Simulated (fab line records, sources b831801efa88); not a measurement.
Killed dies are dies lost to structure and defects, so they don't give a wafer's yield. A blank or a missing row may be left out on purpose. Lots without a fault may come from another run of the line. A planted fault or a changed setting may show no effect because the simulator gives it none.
Chamber matching | flow gf180mcu | GF_CONTACT_CMP_27 on cmp-01: 4 sister chambers
The step polishes, stops on SiO2, t overpolish 15 s, target thk 0 nm. 14 wafers are shown with their chamber, then 6 later ones without.

WAFERS WITH THEIR CHAMBER
wafer  | chamber | motor_current_A (A) | time_to_endpoint_s (s) | overpolish_run_s (s)
L925.2 | 2       | 12.8                | 74                     | 15.007
L925.3 | 3       | 10.1                | 72                     | 15.014
L925.6 | 2       | 13.0                | 74                     | 14.998
L926.1 | 1       | 10.8                | 74                     | 14.985
L926.2 | 3       | 10.8                | 73                     | 14.988
L926.4 | 0       | 9.7                 | 66                     | 14.990
L927.1 | 2       | 12.0                | 74                     | 15.004
L927.4 | 3       | 10.5                | 75                     | 15.004
L927.5 | 0       | 9.9                 | 70                     | 14.998
L934.1 | 2       | 12.3                | 73                     | 15.002
L934.3 | 3       | 10.5                | 72                     | 15.021
L934.6 | 0       | 9.4                 | 67                     | 14.999
L935.2 | 0       | 9.8                 | 71                     | 15.008
L935.5 | 1       | 11.0                | 76                     | 15.008

SIGNATURES (means of the wafers above)
reading            | chamber 0 | chamber 1 | chamber 2 | chamber 3 | scatter within a chamber
motor_current_A    | 9.700     | 10.900    | 12.525    | 10.475    | 0.322
time_to_endpoint_s | 68.50     | 75.00     | 73.75     | 73.00     | 1.6
overpolish_run_s   | 14.99875  | 14.99650  | 15.00275  | 15.00675  | 0.0104
Rule: a wafer's distance from a chamber is the root of the sum, over the readings, of the square of ((its reading less the chamber's mean) divided by the reading's scatter). The wafer belongs to the nearest chamber; if the next one is less than 2 further off, it can't be placed. The scatter: the root of (the sum of the squares of (reading less its chamber's mean) over the shown wafers, divided by (wafers less chambers)).

WAFERS WITHOUT THEIR CHAMBER
wafer  | motor_current_A (A) | time_to_endpoint_s (s) | overpolish_run_s (s)
L935.6 | 9.5                 | 72                     | 15.006
L942.1 | 10.9                | 69                     | 15.017
L942.4 | 13.2                | 66                     | 14.981
L943.3 | 10.6                | 73                     | 15.003
L943.5 | 12.5                | 72                     | 15.012
L943.6 | 11.9                | 75                     | 15.012

WHICH CHAMBER EACH WENT THROUGH
wafer  | from the rows above          | in truth
L935.6 | can't be placed: 0 or 3      | 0
L942.1 | can't be placed: 3 or 0 or 1 | 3
L942.4 | 2                            | 2
L943.3 | can't be placed: 3 or 1      | 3
L943.5 | 2                            | 2
L943.6 | can't be placed: 2 or 1      | 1
Placed correctly: 2 of 6. Can't be placed from these rows: 4 (the true chamber is among the candidates in 4). Placed wrongly: 0.
